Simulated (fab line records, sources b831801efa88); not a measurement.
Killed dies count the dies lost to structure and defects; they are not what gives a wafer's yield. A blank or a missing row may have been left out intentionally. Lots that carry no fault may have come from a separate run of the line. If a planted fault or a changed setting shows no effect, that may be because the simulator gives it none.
fab line records / flow sky130
record lots=6 wafers=18 last-day=50
route steps=708 shown METAL3@536 CAPM@537
lots untouched by any fault: they come from a run of this same line in which no faults occurred
start-h: start of the lot's first displayed wafer, in hours after the record's first day / wait-h: how many hours have passed since the lot's step before this one / " repeats the value in the row above / L1.1+2: a row that stands for several wafers / - either no value or no given start / * or withheld: withheld / < > ~ a bound
route shown NAME@n: NAME is a module with steps in the file, n the number in the route of the first one / usual: the fault-free wafers' mean and standard deviation / same: alike in all rows / chamber/n: place in a boat / sites: each site's reading / _std_site: standard deviation of those values / _edge_site: outer sites' mean less inner sites' / radius-mm: how far each site lies from the wafer's centre / mask NAME#n: copy n / behind: the most recent tool/chamber to have shaped the wafer / hold: why the lot went on hold/how many hours it stayed there/how the hold came to an end / device: names the non-switching transistor (n, p or np) / end of line: the same wafers' tests at the end of the route / where a step has no rows: the recipe by itself / killed: not the wafer's yield, but the dies lost to structure and defects at the first sort / map: dies across one wafer; x = killed, . = not, _ = none there
set.NAME: setting as actually run; set.NAME@STEP: the setting as run at that earlier step / model.NAME: the simulator's own value behind a step, which no gauge read
lots at selected steps of the route; one table per step, one row per wafer
services: the hour from which a tool's chamber was out of use, counted from the record's first day as start-h (under 0 if before that day), plus the number of hours and why
## steps
# step SKY_METAL3_SPUTTER_04
# recipe material=TiN target-thk-nm=70 power-w=6500 time-s=58.3 chamber-pressure-pa=0.4
# usual throttle-valve-pct=29.8/0.92
# same time-s=58.3
lot.wafer=L188.1 tool=pvd-sputter-04 chamber=- start-h=882.82 wait-h=0.0 throttle-valve-pct=29.6
lot.wafer=L188.3 tool=pvd-sputter-04 chamber=- start-h=882.82 wait-h=0.0 throttle-valve-pct=29.5
lot.wafer=L188.4 tool=pvd-sputter-04 chamber=- start-h=882.82 wait-h=0.0 throttle-valve-pct=30.8
lot.wafer=L189.1 tool=pvd-sputter-02 chamber=- start-h=891.45 wait-h=0.0 throttle-valve-pct=29.7
lot.wafer=L189.2 tool=pvd-sputter-02 chamber=- start-h=891.45 wait-h=0.0 throttle-valve-pct=28.8
lot.wafer=L189.3 tool=pvd-sputter-02 chamber=- start-h=891.45 wait-h=0.0 throttle-valve-pct=30.7
lot.wafer=L191.1 tool=pvd-sputter-04 chamber=- start-h=907.66 wait-h=0.0 throttle-valve-pct=30.5
lot.wafer=L191.3 tool=pvd-sputter-04 chamber=- start-h=907.66 wait-h=0.0 throttle-valve-pct=30.0
lot.wafer=L191.4 tool=pvd-sputter-04 chamber=- start-h=907.66 wait-h=0.0 throttle-valve-pct=31.0
lot.wafer=L199.2 tool=pvd-sputter-04 chamber=- start-h=956.29 wait-h=0.0 throttle-valve-pct=29.8
lot.wafer=L199.5 tool=pvd-sputter-04 chamber=- start-h=956.29 wait-h=0.0 throttle-valve-pct=29.8
lot.wafer=L199.6 tool=pvd-sputter-04 chamber=- start-h=956.29 wait-h=0.0 throttle-valve-pct=31.0
lot.wafer=L200.3 tool=pvd-sputter-02 chamber=- start-h=963.03 wait-h=0.0 throttle-valve-pct=28.9
lot.wafer=L200.4 tool=pvd-sputter-02 chamber=- start-h=963.03 wait-h=0.0 throttle-valve-pct=30.8
lot.wafer=L200.5 tool=pvd-sputter-02 chamber=- start-h=963.03 wait-h=0.0 throttle-valve-pct=29.7
lot.wafer=L206.1 tool=pvd-sputter-02 chamber=- start-h=997.29 wait-h=0.0 throttle-valve-pct=29.8
lot.wafer=L206.3 tool=pvd-sputter-02 chamber=- start-h=997.29 wait-h=0.0 throttle-valve-pct=31.3
lot.wafer=L206.5 tool=pvd-sputter-02 chamber=- start-h=997.29 wait-h=0.0 throttle-valve-pct=30.7
# step SKY_CAPM_CVD_00
# recipe material=SiO2 target-thk-nm=15.5 temp-c=400 time-s=withheld rf-w=450
# usual heater-power-w=734/180
lot.wafer=L188.1 tool=pecvd-02 chamber=2 start-h=882.87 wait-h=0.0 heater-power-w=1177
lot.wafer=L188.3 tool=pecvd-02 chamber=1 start-h=882.87 wait-h=0.0 heater-power-w=663
lot.wafer=L188.4 tool=pecvd-02 chamber=0 start-h=882.87 wait-h=0.0 heater-power-w=628
lot.wafer=L189.1 tool=pecvd-02 chamber=2 start-h=891.49 wait-h=0.0 heater-power-w=1210
lot.wafer=L189.2 tool=pecvd-02 chamber=0 start-h=891.49 wait-h=0.0 heater-power-w=624
lot.wafer=L189.3 tool=pecvd-02 chamber=1 start-h=891.49 wait-h=0.0 heater-power-w=691
lot.wafer=L191.1 tool=pecvd-02 chamber=1 start-h=907.71 wait-h=0.0 heater-power-w=710
lot.wafer=L191.3 tool=pecvd-02 chamber=2 start-h=907.71 wait-h=0.0 heater-power-w=1081
lot.wafer=L191.4 tool=pecvd-02 chamber=0 start-h=907.71 wait-h=0.0 heater-power-w=573
lot.wafer=L199.2 tool=pecvd-02 chamber=0 start-h=956.34 wait-h=0.0 heater-power-w=579
lot.wafer=L199.5 tool=pecvd-02 chamber=2 start-h=956.34 wait-h=0.0 heater-power-w=1136
lot.wafer=L199.6 tool=pecvd-02 chamber=1 start-h=956.34 wait-h=0.0 heater-power-w=704
lot.wafer=L200.3 tool=pecvd-04 chamber=0 start-h=963.07 wait-h=0.0 heater-power-w=689
lot.wafer=L200.4 tool=pecvd-04 chamber=0 start-h=963.07 wait-h=0.0 heater-power-w=683
lot.wafer=L200.5 tool=pecvd-04 chamber=1 start-h=963.07 wait-h=0.0 heater-power-w=630
lot.wafer=L206.1 tool=pecvd-04 chamber=2 start-h=997.34 wait-h=0.0 heater-power-w=823
lot.wafer=L206.3 tool=pecvd-04 chamber=1 start-h=997.34 wait-h=0.0 heater-power-w=608
lot.wafer=L206.5 tool=pecvd-04 chamber=0 start-h=997.34 wait-h=0.0 heater-power-w=790
# step SKY_CAPM_THK_MEAS_01
# recipe reads=SiO2_of_CAPM_CVD_00
# usual CAPM_CVD_00_THK=15.39/0.25
lot.wafer=L188.1 tool=film-metro-02 chamber=- start-h=882.89 wait-h=- CAPM_CVD_00_THK[nm]=15.60
lot.wafer=L188.3 tool=film-metro-02 chamber=- start-h=882.89 wait-h=- CAPM_CVD_00_THK[nm]=15.06
lot.wafer=L188.4 tool=film-metro-02 chamber=- start-h=882.89 wait-h=- CAPM_CVD_00_THK[nm]=15.57
lot.wafer=L189.1 tool=film-metro-02 chamber=- start-h=891.52 wait-h=- CAPM_CVD_00_THK[nm]=15.38
lot.wafer=L189.2 tool=film-metro-02 chamber=- start-h=891.52 wait-h=- CAPM_CVD_00_THK[nm]=15.26
lot.wafer=L189.3 tool=film-metro-02 chamber=- start-h=891.52 wait-h=- CAPM_CVD_00_THK[nm]=15.21
lot.wafer=L191.1 tool=film-metro-02 chamber=- start-h=907.73 wait-h=- CAPM_CVD_00_THK[nm]=15.22
lot.wafer=L191.3 tool=film-metro-02 chamber=- start-h=907.73 wait-h=- CAPM_CVD_00_THK[nm]=15.32
lot.wafer=L191.4 tool=film-metro-02 chamber=- start-h=907.73 wait-h=- CAPM_CVD_00_THK[nm]=15.40
lot.wafer=L199.2 tool=film-metro-04 chamber=- start-h=956.37 wait-h=- CAPM_CVD_00_THK[nm]=15.22
lot.wafer=L199.5 tool=film-metro-04 chamber=- start-h=956.37 wait-h=- CAPM_CVD_00_THK[nm]=15.53
lot.wafer=L199.6 tool=film-metro-04 chamber=- start-h=956.37 wait-h=- CAPM_CVD_00_THK[nm]=15.61
lot.wafer=L200.3 tool=film-metro-04 chamber=- start-h=963.12 wait-h=- CAPM_CVD_00_THK[nm]=14.94
lot.wafer=L200.4 tool=film-metro-04 chamber=- start-h=963.12 wait-h=- CAPM_CVD_00_THK[nm]=15.28
lot.wafer=L200.5 tool=film-metro-04 chamber=- start-h=963.12 wait-h=- CAPM_CVD_00_THK[nm]=15.24
lot.wafer=L206.1 tool=film-metro-02 chamber=- start-h=997.36 wait-h=- CAPM_CVD_00_THK[nm]=15.52
lot.wafer=L206.3 tool=film-metro-02 chamber=- start-h=997.36 wait-h=- CAPM_CVD_00_THK[nm]=15.40
lot.wafer=L206.5 tool=film-metro-02 chamber=- start-h=997.36 wait-h=- CAPM_CVD_00_THK[nm]=15.57
# step SKY_CAPM_SPUTTER_02
# recipe material=TiN target-thk-nm=200 temp-c=300 power-w=6500 time-s=166.7 chamber-pressure-pa=0.4
# usual throttle-valve-pct=29.3/1
# same time-s=166.7
lot.wafer=L188.1 tool=pvd-sputter-01 chamber=- start-h=882.95 wait-h=0.1 throttle-valve-pct=29.5
lot.wafer=L188.3 tool=pvd-sputter-01 chamber=- start-h=882.95 wait-h=0.1 throttle-valve-pct=30.9
lot.wafer=L188.4 tool=pvd-sputter-01 chamber=- start-h=882.95 wait-h=0.1 throttle-valve-pct=28.7
lot.wafer=L189.1 tool=pvd-sputter-01 chamber=- start-h=891.58 wait-h=0.1 throttle-valve-pct=29.5
lot.wafer=L189.2 tool=pvd-sputter-01 chamber=- start-h=891.58 wait-h=0.1 throttle-valve-pct=29.2
lot.wafer=L189.3 tool=pvd-sputter-01 chamber=- start-h=891.58 wait-h=0.1 throttle-valve-pct=31.0
lot.wafer=L191.1 tool=pvd-sputter-01 chamber=- start-h=907.79 wait-h=0.1 throttle-valve-pct=29.2
lot.wafer=L191.3 tool=pvd-sputter-01 chamber=- start-h=907.79 wait-h=0.1 throttle-valve-pct=28.8
lot.wafer=L191.4 tool=pvd-sputter-01 chamber=- start-h=907.79 wait-h=0.1 throttle-valve-pct=31.3
lot.wafer=L199.2 tool=pvd-sputter-03 chamber=- start-h=956.42 wait-h=0.0 throttle-valve-pct=29.6
lot.wafer=L199.5 tool=pvd-sputter-03 chamber=- start-h=956.42 wait-h=0.0 throttle-valve-pct=29.5
lot.wafer=L199.6 tool=pvd-sputter-03 chamber=- start-h=956.42 wait-h=0.0 throttle-valve-pct=27.1
lot.wafer=L200.3 tool=pvd-sputter-03 chamber=- start-h=963.16 wait-h=0.0 throttle-valve-pct=29.2
lot.wafer=L200.4 tool=pvd-sputter-03 chamber=- start-h=963.16 wait-h=0.0 throttle-valve-pct=29.4
lot.wafer=L200.5 tool=pvd-sputter-03 chamber=- start-h=963.16 wait-h=0.0 throttle-valve-pct=27.3
lot.wafer=L206.1 tool=pvd-sputter-04 chamber=- start-h=997.42 wait-h=0.1 throttle-valve-pct=29.6
lot.wafer=L206.3 tool=pvd-sputter-04 chamber=- start-h=997.42 wait-h=0.1 throttle-valve-pct=31.0
lot.wafer=L206.5 tool=pvd-sputter-04 chamber=- start-h=997.42 wait-h=0.1 throttle-valve-pct=31.2
# step SKY_CAPM_RS_MEAS_03
# recipe thk-meas-gauge=four-point-probe reads=TiN_of_CAPM_SPUTTER_02
# usual CAPM_TIN_RS=6.89/0.058
lot.wafer=L188.1 tool=film-metro-03 chamber=- start-h=883.06 wait-h=0.1 CAPM_TIN_RS[ohm/sq]=6.90
lot.wafer=L188.3 tool=film-metro-03 chamber=- start-h=883.06 wait-h=0.1 CAPM_TIN_RS[ohm/sq]=6.80
lot.wafer=L188.4 tool=film-metro-03 chamber=- start-h=883.06 wait-h=0.1 CAPM_TIN_RS[ohm/sq]=6.87
lot.wafer=L189.1 tool=film-metro-03 chamber=- start-h=891.69 wait-h=0.1 CAPM_TIN_RS[ohm/sq]=6.86
lot.wafer=L189.2 tool=film-metro-03 chamber=- start-h=891.69 wait-h=0.1 CAPM_TIN_RS[ohm/sq]=6.90
lot.wafer=L189.3 tool=film-metro-03 chamber=- start-h=891.69 wait-h=0.1 CAPM_TIN_RS[ohm/sq]=6.86
lot.wafer=L191.1 tool=film-metro-04 chamber=- start-h=907.90 wait-h=0.1 CAPM_TIN_RS[ohm/sq]=6.92
lot.wafer=L191.3 tool=film-metro-04 chamber=- start-h=907.90 wait-h=0.1 CAPM_TIN_RS[ohm/sq]=6.98
lot.wafer=L191.4 tool=film-metro-04 chamber=- start-h=907.90 wait-h=0.1 CAPM_TIN_RS[ohm/sq]=6.86
lot.wafer=L199.2 tool=film-metro-04 chamber=- start-h=956.55 wait-h=0.1 CAPM_TIN_RS[ohm/sq]=6.92
lot.wafer=L199.5 tool=film-metro-04 chamber=- start-h=956.55 wait-h=0.1 CAPM_TIN_RS[ohm/sq]=6.93
lot.wafer=L199.6 tool=film-metro-04 chamber=- start-h=956.55 wait-h=0.1 CAPM_TIN_RS[ohm/sq]=6.89
lot.wafer=L200.3 tool=film-metro-02 chamber=- start-h=963.31 wait-h=0.1 CAPM_TIN_RS[ohm/sq]=6.94
lot.wafer=L200.4 tool=film-metro-02 chamber=- start-h=963.31 wait-h=0.1 CAPM_TIN_RS[ohm/sq]=6.90
lot.wafer=L200.5 tool=film-metro-02 chamber=- start-h=963.31 wait-h=0.1 CAPM_TIN_RS[ohm/sq]=6.94
lot.wafer=L206.1 tool=film-metro-04 chamber=- start-h=997.53 wait-h=0.1 CAPM_TIN_RS[ohm/sq]=6.83
lot.wafer=L206.3 tool=film-metro-04 chamber=- start-h=997.53 wait-h=0.1 CAPM_TIN_RS[ohm/sq]=6.71
lot.wafer=L206.5 tool=film-metro-04 chamber=- start-h=997.53 wait-h=0.1 CAPM_TIN_RS[ohm/sq]=6.74
# step SKY_CAPM_THK_MEAS_04
# recipe thk-meas-gauge=xrf reads=TiN_of_CAPM_SPUTTER_02
# usual CAPM_TIN_THK=200.6/1.8
lot.wafer=L188.1 tool=film-metro-03 chamber=- start-h=883.18 wait-h=0.1 CAPM_TIN_THK[nm]=202.2
lot.wafer=L188.3 tool=film-metro-03 chamber=- start-h=883.18 wait-h=0.1 CAPM_TIN_THK[nm]=204.9
lot.wafer=L188.4 tool=film-metro-03 chamber=- start-h=883.18 wait-h=0.1 CAPM_TIN_THK[nm]=202.2
lot.wafer=L189.1 tool=film-metro-03 chamber=- start-h=891.81 wait-h=0.1 CAPM_TIN_THK[nm]=200.8
lot.wafer=L189.2 tool=film-metro-03 chamber=- start-h=891.81 wait-h=0.1 CAPM_TIN_THK[nm]=200.6
lot.wafer=L189.3 tool=film-metro-03 chamber=- start-h=891.81 wait-h=0.1 CAPM_TIN_THK[nm]=200.9
lot.wafer=L191.1 tool=film-metro-04 chamber=- start-h=908.02 wait-h=0.1 CAPM_TIN_THK[nm]=201.0
lot.wafer=L191.3 tool=film-metro-04 chamber=- start-h=908.02 wait-h=0.1 CAPM_TIN_THK[nm]=197.9
lot.wafer=L191.4 tool=film-metro-04 chamber=- start-h=908.02 wait-h=0.1 CAPM_TIN_THK[nm]=201.4
lot.wafer=L199.2 tool=film-metro-04 chamber=- start-h=956.66 wait-h=0.1 CAPM_TIN_THK[nm]=198.9
lot.wafer=L199.5 tool=film-metro-04 chamber=- start-h=956.66 wait-h=0.1 CAPM_TIN_THK[nm]=200.3
lot.wafer=L199.6 tool=film-metro-04 chamber=- start-h=956.66 wait-h=0.1 CAPM_TIN_THK[nm]=200.1
lot.wafer=L200.3 tool=film-metro-02 chamber=- start-h=963.41 wait-h=0.1 CAPM_TIN_THK[nm]=199.5
lot.wafer=L200.4 tool=film-metro-02 chamber=- start-h=963.41 wait-h=0.1 CAPM_TIN_THK[nm]=198.9
lot.wafer=L200.5 tool=film-metro-02 chamber=- start-h=963.41 wait-h=0.1 CAPM_TIN_THK[nm]=198.0
lot.wafer=L206.1 tool=film-metro-04 chamber=- start-h=997.65 wait-h=0.1 CAPM_TIN_THK[nm]=201.6
lot.wafer=L206.3 tool=film-metro-04 chamber=- start-h=997.65 wait-h=0.1 CAPM_TIN_THK[nm]=205.7
lot.wafer=L206.5 tool=film-metro-04 chamber=- start-h=997.65 wait-h=0.1 CAPM_TIN_THK[nm]=203.6
# step SKY_CAPM_DEHYDRATE_05
# recipe temp-c=200 time-s=60
# step SKY_CAPM_HMDS_06
# recipe prime-time-s=60 prime-temp-c=120
# step SKY_CAPM_COAT_07
# recipe resist=NOVOLAK spin-rpm=3000 resist-thk-nm=1140
# step SKY_CAPM_SOFTBAKE_08
# recipe temp-c=90 time-s=60 resist=NOVOLAK
# step SKY_CAPM_EXPOSE_09
# recipe mask-id=CAPM na=0.6 source-shape=conventional sigma-outer=0.6 polarization=unpolarized target-cd-nm=1000 dose-mj=159
# step SKY_CAPM_PEB_10
# recipe temp-c=withheld time-s=* resist=NOVOLAK
# step SKY_CAPM_DEVELOP_11
# recipe resist=NOVOLAK developer=TMAH develop-time-s=60 dev-temp-c=23
# usual chill-plate-temp-C=23.00/0.098 develop-time-s=60/0
lot.wafer=L188.1 tool=litho-track-01 chamber=- start-h=907.41 wait-h=0.1 chill-plate-temp-C=- develop-time-s=-
lot.wafer=L188.3 tool=litho-track-01 chamber=- start-h=907.41 wait-h=0.1 chill-plate-temp-C=- develop-time-s=-
lot.wafer=L188.4 tool=litho-track-01 chamber=- start-h=907.41 wait-h=0.1 chill-plate-temp-C=- develop-time-s=-
lot.wafer=L189.1 tool=litho-track-04 chamber=- start-h=917.33 wait-h=0.1 chill-plate-temp-C=- develop-time-s=-
lot.wafer=L189.2 tool=litho-track-04 chamber=- start-h=917.33 wait-h=0.1 chill-plate-temp-C=- develop-time-s=-
lot.wafer=L189.3 tool=litho-track-04 chamber=- start-h=917.33 wait-h=0.1 chill-plate-temp-C=- develop-time-s=-
lot.wafer=L191.1 tool=litho-track-04 chamber=0 start-h=932.33 wait-h=0.1 chill-plate-temp-C=22.96 develop-time-s=60
lot.wafer=L191.3 tool=litho-track-04 chamber=0 start-h=932.33 wait-h=0.1 chill-plate-temp-C=22.93 develop-time-s=60
lot.wafer=L191.4 tool=litho-track-04 chamber=0 start-h=932.33 wait-h=0.1 chill-plate-temp-C=22.89 develop-time-s=60
lot.wafer=L199.2 tool=litho-track-04 chamber=0 start-h=979.46 wait-h=0.1 chill-plate-temp-C=23.17 develop-time-s=60
lot.wafer=L199.5 tool=litho-track-04 chamber=0 start-h=979.46 wait-h=0.1 chill-plate-temp-C=22.99 develop-time-s=60
lot.wafer=L199.6 tool=litho-track-04 chamber=0 start-h=979.46 wait-h=0.1 chill-plate-temp-C=23.05 develop-time-s=60
lot.wafer=L200.3 tool=litho-track-01 chamber=0 start-h=986.46 wait-h=0.1 chill-plate-temp-C=22.91 develop-time-s=60
lot.wafer=L200.4 tool=litho-track-01 chamber=0 start-h=986.46 wait-h=0.1 chill-plate-temp-C=23.05 develop-time-s=60
lot.wafer=L200.5 tool=litho-track-01 chamber=0 start-h=986.46 wait-h=0.1 chill-plate-temp-C=22.99 develop-time-s=60
lot.wafer=L206.1 tool=litho-track-03 chamber=0 start-h=1020.48 wait-h=0.1 chill-plate-temp-C=22.98 develop-time-s=60
lot.wafer=L206.3 tool=litho-track-03 chamber=0 start-h=1020.48 wait-h=0.1 chill-plate-temp-C=23.17 develop-time-s=60
lot.wafer=L206.5 tool=litho-track-03 chamber=0 start-h=1020.48 wait-h=0.1 chill-plate-temp-C=23.18 develop-time-s=60
# step SKY_CAPM_OVL_MEAS_12
# usual CAPM_OVL=-0.6/1.3
lot.wafer=L188.1 tool=overlay-02 chamber=- start-h=907.56 wait-h=0.1 CAPM_OVL[nm]=-
lot.wafer=L188.3 tool=overlay-02 chamber=- start-h=907.56 wait-h=0.1 CAPM_OVL[nm]=-
lot.wafer=L188.4 tool=overlay-02 chamber=- start-h=907.56 wait-h=0.1 CAPM_OVL[nm]=-
lot.wafer=L189.1 tool=overlay-01 chamber=- start-h=917.48 wait-h=0.1 CAPM_OVL[nm]=-
lot.wafer=L189.2 tool=overlay-01 chamber=- start-h=917.48 wait-h=0.1 CAPM_OVL[nm]=-
lot.wafer=L189.3 tool=overlay-01 chamber=- start-h=917.48 wait-h=0.1 CAPM_OVL[nm]=-
lot.wafer=L191.1 tool=overlay-02 chamber=- start-h=932.48 wait-h=0.1 CAPM_OVL[nm]=0.4
lot.wafer=L191.3 tool=overlay-02 chamber=- start-h=932.48 wait-h=0.1 CAPM_OVL[nm]=0.8
lot.wafer=L191.4 tool=overlay-02 chamber=- start-h=932.48 wait-h=0.1 CAPM_OVL[nm]=-1.0
lot.wafer=L199.2 tool=overlay-02 chamber=- start-h=979.59 wait-h=0.1 CAPM_OVL[nm]=-0.3
lot.wafer=L199.5 tool=overlay-02 chamber=- start-h=979.59 wait-h=0.1 CAPM_OVL[nm]=1.3
lot.wafer=L199.6 tool=overlay-02 chamber=- start-h=979.59 wait-h=0.1 CAPM_OVL[nm]=-0.1
lot.wafer=L200.3 tool=overlay-01 chamber=- start-h=986.57 wait-h=0.1 CAPM_OVL[nm]=-1.7
lot.wafer=L200.4 tool=overlay-01 chamber=- start-h=986.57 wait-h=0.1 CAPM_OVL[nm]=-0.6
lot.wafer=L200.5 tool=overlay-01 chamber=- start-h=986.57 wait-h=0.1 CAPM_OVL[nm]=-1.4
lot.wafer=L206.1 tool=overlay-01 chamber=- start-h=1020.63 wait-h=0.1 CAPM_OVL[nm]=1.2
lot.wafer=L206.3 tool=overlay-01 chamber=- start-h=1020.63 wait-h=0.1 CAPM_OVL[nm]=-0.6
lot.wafer=L206.5 tool=overlay-01 chamber=- start-h=1020.63 wait-h=0.1 CAPM_OVL[nm]=-1.4
## services
tool=pecvd-04 chamber=0 start-h=864.48 hours=5.5 kind=scheduled-down
tool=litho-track-04 chamber=- start-h=932.03 hours=- kind=consumable-replace:filter
tool=pecvd-04 chamber=1 start-h=942.36 hours=2.1 kind=scheduled-down
tool=pecvd-02 chamber=1 start-h=991.65 hours=2.1 kind=scheduled-down
tool=pecvd-04 chamber=- start-h=1012.72 hours=6.6 kind=repair
## key
first-sign step=SKY_CAPM_DEVELOP_11 reading=tool-record direction=missing
effect none on later readings
met-at SKY_CAPM_DEVELOP_11
struck-wafers L188.1,L188.3,L188.4,L189.1,L189.2,L189.3
later-rows-left-out L188.1,L188.3,L188.4,L189.1,L189.2,L189.3
sort-left-out L188.1,L188.3,L188.4,L189.1,L189.2,L189.3
fault kind=skipped-step-whole tool=litho-track-01,litho-track-04 chamber=- onset-h=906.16 steps=SKY_CAPM_DEVELOP_11 scope=struck-lots-only
# sort-left-out: the simulated sort isn't trusted on such a fault, so these wafers' sort isn't shown, and their yield isn't known
# later-rows-left-out: the simulator's readings of these wafers behind a module that went badly wrong aren't trusted and aren't shown, but for the sort
